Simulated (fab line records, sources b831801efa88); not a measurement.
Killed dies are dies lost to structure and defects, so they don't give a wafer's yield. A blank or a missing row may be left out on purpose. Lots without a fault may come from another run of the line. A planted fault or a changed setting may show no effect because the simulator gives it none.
Which tool did it? | flow sky130 | 7 lots, 20 wafers sampled, at 4 steps of a route of 708

WHAT THE GAUGES READ, wafer by wafer
SKY_METAL2_RS_MEAS_05: measures by four-point-probe.
lot  | measured     | on            | METAL2_ALCU_RS (ohm/sq)
L965 | day 34 07:21 | film_metro-03 | 0.1279 0.1274 0.1278
L968 | day 35 13:08 | film_metro-01 | 0.1277 0.1270 0.1279
L974 | day 37 04:59 | film_metro-01 | 0.0651 0.0655 0.0650 0.0655
L978 | day 38 09:29 | film_metro-03 | 0.1275 0.1265 0.1262
L981 | day 39 10:11 | film_metro-02 | 0.1278 0.1265 0.1275
L983 | day 40 00:16 | film_metro-02 | 0.1266 0.1270 0.1267
L986 | day 40 10:58 | film_metro-02 | 0.1264 0.1256 0.1252

WHICH TOOL RAN EACH LOT (tool, then ch and the chambers of the sampled wafers, then the start)
lot  | SKY_RES_XHIGH_STRIP_08               | SKY_LI_CONTACT_CMP_24         | SKY_METAL2_SPUTTER_02
L965 | plasma_asher-03 ch 0,1, day 27 00:14 | cmp-02 ch 0,2,3, day 29 10:39 | pvd_sputter-01, day 34 07:14
L968 | plasma_asher-02 ch 0,1, day 28 08:18 | cmp-02 ch 0,2,3, day 30 18:10 | pvd_sputter-01, day 35 13:03
L974 | plasma_asher-03 ch 0, day 30 02:52   | cmp-01 ch 1,3, day 32 12:24   | pvd_sputter-01, day 37 04:51
L978 | plasma_asher-02 ch 0,1, day 31 09:43 | cmp-02 ch 0,1, day 33 18:36   | pvd_sputter-04, day 38 09:20
L981 | plasma_asher-04 ch 0,1, day 32 14:09 | cmp-01 ch 0,2,3, day 34 21:26 | pvd_sputter-04, day 39 10:05
L983 | plasma_asher-02 ch 0,1, day 33 04:18 | cmp-01 ch 0,2,3, day 35 11:04 | pvd_sputter-02, day 40 00:10
L986 | plasma_asher-03 ch 0,1, day 33 16:23 | cmp-01 ch 0,1,3, day 35 22:35 | pvd_sputter-04, day 40 10:52
- SKY_RES_XHIGH_STRIP_08: strips in O2/N2.
- SKY_LI_CONTACT_CMP_24: polishes, stops on PSG, t overpolish 20 s, target thk 0 nm.
- SKY_METAL2_SPUTTER_02: material AlCu, target thk 250 nm, time 13.3 s.

THE ANSWER, worked out from the rows above alone
Rule: what is usual is taken from the lots themselves. Put in order of their means at a reading, lots are off if they are a third of the lots or fewer, leave a main group of 4 or more, and stand apart from it by a gap of 3 or more times the standard deviation of the main group's means; of several such gaps the widest counts. A main group whose means are all the same, to the digits that the tables above print for the reading, isn't used. A lot without any number at a reading at which 4 lots or more have one is off too. The other lots that the step has rows for count as sound.
Off: L974, at SKY_METAL2_RS_MEAS_05 (METAL2_ALCU_RS). The main group: mean 0.1270 ohm/sq, standard deviation 0.00065.
A tool fits if, at a process step before that reading, it ran every lot that is off, and no sound lot after the first of them. The gauges at SKY_METAL2_RS_MEAS_05 are tried like those tools. Can't be told from this: 2 tools fit, pvd_sputter-01 at SKY_METAL2_SPUTTER_02, film_metro-01 at SKY_METAL2_RS_MEAS_05.

WHAT THE SIMULATOR HAD PUT IN
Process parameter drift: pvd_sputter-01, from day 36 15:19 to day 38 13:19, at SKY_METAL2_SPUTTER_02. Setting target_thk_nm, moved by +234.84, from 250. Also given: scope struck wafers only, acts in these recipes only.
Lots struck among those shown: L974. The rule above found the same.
